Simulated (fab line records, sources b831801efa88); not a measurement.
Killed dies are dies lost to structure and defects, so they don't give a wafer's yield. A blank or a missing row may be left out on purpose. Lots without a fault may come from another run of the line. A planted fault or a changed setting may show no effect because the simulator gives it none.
A struck lot beside a sound one | flow gf180mcu | 17 steps out of a route of 602
Sound: wafers L860.1, L860.2, L860.3. Struck: wafers L866.2, L866.5, L866.6. The cause comes at the end.
At each step with rows: each side's tool, then ch and its chambers, then its first start. Under that, the readings that differ: sound wafers | struck wafers | difference of the means | sigmas: that difference in standard deviations of wafers without a fault.
alike: readings whose means differ by less than 2 such deviations, and words and numbers that are the same on both sides. not compared: withheld readings, readings that some wafer has no value for, bounds like >300 that may hide the same value, and numbers for which the record gives no deviation and whose values overlap.
The two part at a step that has a row with sigmas, a row that says differs or no value, or rows on one side only. Numbers that don't overlap but have no deviation are shown without sigmas and don't part them. A reading that every wafer of one side lacks parts them only if that side has two wafers or more.

first, 4 steps without rows for these wafers: GF_SAB_SOFTBAKE_05 (time 60 s); GF_SAB_EXPOSE_06 (exposes mask SAB, target cd 420 nm); GF_SAB_PEB_07; GF_SAB_DEVELOP_08 (develop time 60 s).
GF_SAB_CD_MEAS_09: target cd 420 nm.
  sound on cd_sem-01, day 14 19:40; struck on cd_sem-01, day 17 23:02
  alike: cd_nm
GF_SAB_OVL_MEAS_10:
  sound on overlay-01, day 14 19:47; struck on overlay-02, day 17 23:08
  alike: SAB_OVL
GF_SAB_ETCH_11: etches SiO2 in C4F8/O2/Ar, target depth 55 nm, time 8.5 s.
  sound on rie_diel-03 ch 0,1,2, day 14 19:49; struck on rie_diel-04 ch 1,2,3, day 17 23:10
  alike: oes_product_au
  not compared: rf_hours_counter_h
then, 1 step without rows for these wafers: GF_SAB_WET_ETCH_12 (etches SiO2 in dHF, target depth 22 nm, time 440 s).
GF_SAB_STRIP_13: strips in O2/N2.
  sound on plasma_asher-03 ch 0,1, day 14 19:59; struck on plasma_asher-03 ch 0,1, day 17 23:19
  alike: drypump_motor_current_A, heater_power_w, oes_product_au, strip_time_to_endpoint_s
  not compared: rf_hours_counter_h
then, 2 steps without rows for these wafers: GF_SALICIDE_CLEAN_00 (cleans in SC1/SC2, time 150 s); GF_SALICIDE_WET_ETCH_01 (etches SiO2 in dHF, target depth 5 nm, time 100 s).
GF_SALICIDE_SPUTTER_02: material Co, target thk 10 nm, time 20 s.
  sound on pvd_sputter-01, day 14 20:12; struck on pvd_sputter-04, day 17 23:31
  reading                | sound                | struck               | difference | sigmas
  cathode_dc_power_W (W) | 999.89 1000.1 1000.1 | 999.44 999.66 999.76 | -0.41      | -2
  alike: throttle_valve_pct
GF_SALICIDE_SPUTTER_03: material TiN, target thk 20 nm, time 16.7 s.
  sound on pvd_sputter-01, day 14 20:14; struck on pvd_sputter-04, day 17 23:32
  reading                                      | sound                | struck               | difference | sigmas
  cathode_dc_power_W (W)                       | 6500.2 6499.2 6498.7 | 5780.2 5780.6 5782.5 | -718.3     | -99 or more
  model.TiN_of_SALICIDE_SPUTTER_03.thk_nm (nm) | 19.91 20.02 19.57    | 17.99 17.85 17.95    | -1.90      |
  alike: throttle_valve_pct
GF_SALICIDE_RS_MEAS_04: measures by four-point-probe.
  sound on film_metro-02, day 14 20:15; struck on film_metro-02, day 17 23:35
  reading                  | sound             | struck            | difference | sigmas
  SALICIDE_TIN_RS (ohm/sq) | 16.45 16.17 16.67 | 17.34 17.20 16.80 | +0.68      | +2
GF_SALICIDE_THK_MEAS_05: measures by xrf.
  sound on film_metro-02, day 14 20:22; struck on film_metro-02, day 17 23:42
  reading               | sound             | struck            | difference | sigmas
  SALICIDE_TIN_THK (nm) | 19.93 20.06 19.45 | 17.82 17.72 17.76 | -2.05      | -7
GF_SALICIDE_RTA_06: time 30 s.
  sound on rtp_anneal-01 ch 0, day 14 20:26; struck on rtp_anneal-01 ch 0, day 17 23:46
  alike: lamp_power_pct, wafer_temp_C_max
GF_PASSIVATION_PROBE_99:
  the record has rows for the sound wafers here (prober-01, day 28 19:52) and none for the struck ones

WHERE THEY PART
First at GF_SALICIDE_SPUTTER_02; last, within this record, at GF_PASSIVATION_PROBE_99.

WHY: what the simulator had put in
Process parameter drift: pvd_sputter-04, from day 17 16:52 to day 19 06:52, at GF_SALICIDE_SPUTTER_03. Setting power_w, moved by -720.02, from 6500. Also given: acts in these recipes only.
